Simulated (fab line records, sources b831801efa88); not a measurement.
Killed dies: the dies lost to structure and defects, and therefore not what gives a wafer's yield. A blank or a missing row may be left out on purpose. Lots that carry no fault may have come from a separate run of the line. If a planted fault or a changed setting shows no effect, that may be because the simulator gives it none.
Lot-split experiment :: flow sfq-line :: 27 wafers read across 5 lots, on a route 325 steps long

## SPLIT DETAILS
At SFQ_TRILAYER_I6_VIA_BARC_OPEN_VIA_ETCH_235 (etches BARC in O2, target depth 125 nm, time 41.7 s), the setting time-s was moved away from the recipe's 41.7 s on 9 of the 27 wafers read, by +36.1% to +45.6%. All remaining wafers had this setting at the recipe value.

Reading taken at the split's own step.

## THE READING
oes-product-au, in a.u., at SFQ_TRILAYER_I6_VIA_BARC_OPEN_VIA_ETCH_235 (etches BARC in O2, target depth 125 nm, time 41.7 s). A value of 0.685 a.u. with a standard deviation of 0.0048 a.u. is what fault-free wafers of this fab line usually give.

wafer: L074.1
tool, chamber at the split: rie-diel-03, 0
time-s as run, s: 41.7
against the recipe: recipe
oes-product-au, a.u.: 0.699
against lot-mates on the recipe: -

wafer: L074.4
tool, chamber at the split: rie-diel-03, 2
time-s as run, s: 41.7
against the recipe: recipe
oes-product-au, a.u.: 0.684
against lot-mates on the recipe: -

wafer: L074.5
tool, chamber at the split: rie-diel-03, 0
time-s as run, s: 41.7
against the recipe: recipe
oes-product-au, a.u.: 0.693
against lot-mates on the recipe: -

wafer: L077.1
tool, chamber at the split: rie-diel-01, 1
time-s as run, s: 41.7
against the recipe: recipe
oes-product-au, a.u.: 0.680
against lot-mates on the recipe: -

wafer: L077.2
tool, chamber at the split: rie-diel-01, 0
time-s as run, s: 41.7
against the recipe: recipe
oes-product-au, a.u.: 0.680
against lot-mates on the recipe: -

wafer: L077.3
tool, chamber at the split: rie-diel-01, 3
time-s as run, s: 57.79
against the recipe: +38.6%
oes-product-au, a.u.: 0.652
against lot-mates on the recipe: -0.031

wafer: L077.4
tool, chamber at the split: rie-diel-01, 2
time-s as run, s: 57.79
against the recipe: +38.6%
oes-product-au, a.u.: 0.649
against lot-mates on the recipe: -0.034

wafer: L077.5
tool, chamber at the split: rie-diel-01, 3
time-s as run, s: 57.79
against the recipe: +38.6%
oes-product-au, a.u.: 0.640
against lot-mates on the recipe: -0.043

wafer: L077.6
tool, chamber at the split: rie-diel-01, 2
time-s as run, s: 41.7
against the recipe: recipe
oes-product-au, a.u.: 0.688
against lot-mates on the recipe: -

wafer: L078.1
tool, chamber at the split: rie-diel-01, 3
time-s as run, s: 60.71
against the recipe: +45.6%
oes-product-au, a.u.: 0.635
against lot-mates on the recipe: -0.052

wafer: L078.2
tool, chamber at the split: rie-diel-01, 0
time-s as run, s: 60.71
against the recipe: +45.6%
oes-product-au, a.u.: 0.646
against lot-mates on the recipe: -0.041

wafer: L078.3
tool, chamber at the split: rie-diel-01, 1
time-s as run, s: 41.7
against the recipe: recipe
oes-product-au, a.u.: 0.686
against lot-mates on the recipe: -

wafer: L078.4
tool, chamber at the split: rie-diel-01, 2
time-s as run, s: 41.7
against the recipe: recipe
oes-product-au, a.u.: 0.687
against lot-mates on the recipe: -

wafer: L078.5
tool, chamber at the split: rie-diel-01, 0
time-s as run, s: 41.7
against the recipe: recipe
oes-product-au, a.u.: 0.687
against lot-mates on the recipe: -

wafer: L078.6
tool, chamber at the split: rie-diel-01, 3
time-s as run, s: 60.71
against the recipe: +45.6%
oes-product-au, a.u.: 0.650
against lot-mates on the recipe: -0.037

wafer: L081.1
tool, chamber at the split: rie-diel-01, 1
time-s as run, s: 41.7
against the recipe: recipe
oes-product-au, a.u.: 0.687
against lot-mates on the recipe: -

wafer: L081.2
tool, chamber at the split: rie-diel-01, 0
time-s as run, s: 41.7
against the recipe: recipe
oes-product-au, a.u.: 0.682
against lot-mates on the recipe: -

wafer: L081.3
tool, chamber at the split: rie-diel-01, 2
time-s as run, s: 41.7
against the recipe: recipe
oes-product-au, a.u.: 0.681
against lot-mates on the recipe: -

wafer: L081.4
tool, chamber at the split: rie-diel-01, 3
time-s as run, s: 41.7
against the recipe: recipe
oes-product-au, a.u.: 0.684
against lot-mates on the recipe: -

wafer: L081.5
tool, chamber at the split: rie-diel-01, 1
time-s as run, s: 41.7
against the recipe: recipe
oes-product-au, a.u.: 0.681
against lot-mates on the recipe: -

wafer: L081.6
tool, chamber at the split: rie-diel-01, 0
time-s as run, s: 41.7
against the recipe: recipe
oes-product-au, a.u.: 0.676
against lot-mates on the recipe: -

wafer: L082.1
tool, chamber at the split: rie-diel-02, 3
time-s as run, s: 56.77
against the recipe: +36.1%
oes-product-au, a.u.: 0.656
against lot-mates on the recipe: -0.028

wafer: L082.2
tool, chamber at the split: rie-diel-02, 2
time-s as run, s: 56.77
against the recipe: +36.1%
oes-product-au, a.u.: 0.660
against lot-mates on the recipe: -0.024

wafer: L082.3
tool, chamber at the split: rie-diel-02, 0
time-s as run, s: 41.7
against the recipe: recipe
oes-product-au, a.u.: 0.681
against lot-mates on the recipe: -

wafer: L082.4
tool, chamber at the split: rie-diel-02, 1
time-s as run, s: 41.7
against the recipe: recipe
oes-product-au, a.u.: 0.691
against lot-mates on the recipe: -

wafer: L082.5
tool, chamber at the split: rie-diel-02, 3
time-s as run, s: 56.77
against the recipe: +36.1%
oes-product-au, a.u.: 0.656
against lot-mates on the recipe: -0.028

wafer: L082.6
tool, chamber at the split: rie-diel-02, 2
time-s as run, s: 41.7
against the recipe: recipe
oes-product-au, a.u.: 0.680
against lot-mates on the recipe: -

THE FIT
A straight line over all 27 wafers: oes-product-au changes by -0.00089 a.u. for each +1% of time-s; r = -0.95; the points scatter about the line by 0.0058 a.u.
The same after taking each lot's own level away (the mean of its wafers on the recipe; 27 wafers): -0.000886 a.u. for each +1%; r = -0.96; scatter 0.005 a.u.
According to that fit, moving time-s by its largest amount changes the reading by 0.04 a.u.
The span of the lots' own levels, 0.6818 to 0.6920 a.u., comes to 2.1 times the standard deviation stated above.
So the lot-to-lot level changes the slope little: the two slopes agree.
Check: for one of the wafers moved furthest among these (+45.6%), held out of the fit, the line's prediction against its lot-mates is -0.0383 a.u. It came out at -0.0517 a.u. against them.
Tool readings at the split's step, against how far the setting was moved: oes-product-au r = -0.95.

## THE OTHER SPLITS THESE WAFERS WENT THROUGH
These wafers also went through other splits before the reading. Each is held against what the fit with the lots' levels taken away leaves over:
other split on the same wafers: SFQ_TRILAYER_JJ_TRILAYER_DEP_SPUTTER_110 time-s
wafers away from the commonest value: 12
r with oes-product-au (lot level and that fit taken away): +0.09

other split on the same wafers: SFQ_TRILAYER_I5_BARC_OPEN_VIA_ETCH_200 time-s
wafers away from the commonest value: 9
r with oes-product-au (lot level and that fit taken away): +0.25

other split on the same wafers: SFQ_TRILAYER_M6_BARC_OPEN_METAL_ETCH_206 time-s
wafers away from the commonest value: 12
r with oes-product-au (lot level and that fit taken away): -0.16

## THE WHOLE CHAIN: every reading that the file lists as answering this split, in the file's order
step: SFQ_TRILAYER_I6_VIA_BARC_OPEN_VIA_ETCH_235
what it does: etches BARC in O2, target depth 125 nm, time 41.7 s
reading: oes-product-au
change (the file's fit): -0.000878 a.u. for each +1% of the setting
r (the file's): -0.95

step: SFQ_TRILAYER_I6_VIA_BARC_OPEN_VIA_ETCH_235
what it does: etches BARC in O2, target depth 125 nm, time 41.7 s
reading: KrF_of_TRILAYER_I6_VIA_LITHO_COAT_169.thk-nm (the simulator's own value, which no gauge read)
change (the file's fit): -0.505 nm for each +1% of the setting
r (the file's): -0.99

step: SFQ_TRILAYER_I6_VIA_ETCH_VIA_ETCH_172
what it does: etches SiO2 in CHF3, stops on Nb, target depth 260 nm
reading: KrF_of_TRILAYER_I6_VIA_LITHO_COAT_169.thk-nm (the simulator's own value, which no gauge read)
change (the file's fit): -0.491 nm for each +1% of the setting
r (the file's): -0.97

## FILE'S OWN FIT
oes-product-au changes by -0.000878 a.u. for each +1% of time-s, r = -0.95.
